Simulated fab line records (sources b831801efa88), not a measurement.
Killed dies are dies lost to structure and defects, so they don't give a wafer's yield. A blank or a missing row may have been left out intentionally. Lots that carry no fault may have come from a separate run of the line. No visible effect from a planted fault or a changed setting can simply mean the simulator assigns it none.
A lot that was struck, set against a sound lot    flow sky130    14 steps out of a route of 708
Sound: wafers L749.1, L749.2, L749.4. Wafers L754.1, L754.5, L754.6 were the ones struck. Last of all comes the cause.
Order at every step that has rows: each side's tool, ch and its chambers, its first start. Under that, the readings that differ: sound wafers    struck wafers    difference of the means    sigmas: that difference in standard deviations of wafers without a fault.
alike: a reading whose means differ by less than 2 such deviations, as well as words and numbers matching on both sides. not compared: withheld readings; readings where some wafer has no value; bounds like >300 that might hide an equal value; numbers whose values overlap and for which the record gives no deviation.
The two part at a step that has a row with sigmas, a row that says differs or no value, or rows on one side only. When numbers do not overlap yet have no deviation, they are printed without sigmas and do not part them. Lack of a reading on every wafer of one side parts them only where that side has two or more wafers.

first, 2 steps without rows for these wafers: SKY_METAL1_CLEAN_23 (cleans in O3/DIW); SKY_VIA1_HDPCVD_00 (deposits SiO2, target thk 1030 nm, time 171.7 s).
SKY_VIA1_THK_MEAS_01:
  sound on film metro-03 at day 35 07:11; struck on film metro-03 at day 36 07:38
  alike: VIA1_HDPCVD_THK
SKY_VIA1_CMP_02: polishes SiO2.
  sound on cmp-01 ch 0,1,2, day 35 07:15; struck on cmp-01 ch 1,2, day 36 07:44
  alike: edge zone pressure frac, motor current A
SKY_VIA1_BOW_MEAS_03:
  sound on film metro-04 at day 35 07:33; struck on film metro-03 at day 36 07:59
  alike: VIA1_BOW
then, 7 steps without rows for these wafers: SKY_VIA1_DEHYDRATE_04 (time 60 s); SKY_VIA1_HMDS_05 (prime time 60 s); SKY_VIA1_COAT_06 (resist thk 60 nm); SKY_VIA1_COAT_07 (resist thk 450 nm); SKY_VIA1_SOFTBAKE_08 (time 90 s); SKY_VIA1_EXPOSE_09 (exposes mask VIM, target cd 150 nm); SKY_VIA1_PEB_10.
SKY_VIA1_DEVELOP_11: develop time 60 s.
  sound on litho track-01 ch 0, day 36 09:00; struck on litho track-02, day 37 10:00
  no value came back on the struck wafers for chill plate temp C (C), develop time s (s), resist line temp C (C); on the sound wafers chill plate temp C (C) reads 23.04 23.02 22.96
reading                                      sound              struck             difference  sigmas
model.KrF-thick_of_VIA1_COAT_07.thk nm (nm)  437.5 437.5 438.3  451.9 451.5 451.9  +14.0       
SKY_VIA1_CD_MEAS_12: the cd target is 150 nm.
  sound on cd sem-02 at day 36 09:26; struck on cd sem-01 at day 37 10:32
reading     sound              struck  difference                     sigmas
cd nm (nm)  150.8 151.7 149.6  - - -   no value on the struck wafers  

## WHERE THEY PART
First at SKY_VIA1_DEVELOP_11; last, within this record, at SKY_VIA1_CD_MEAS_12.

WHY: what the simulator had put in
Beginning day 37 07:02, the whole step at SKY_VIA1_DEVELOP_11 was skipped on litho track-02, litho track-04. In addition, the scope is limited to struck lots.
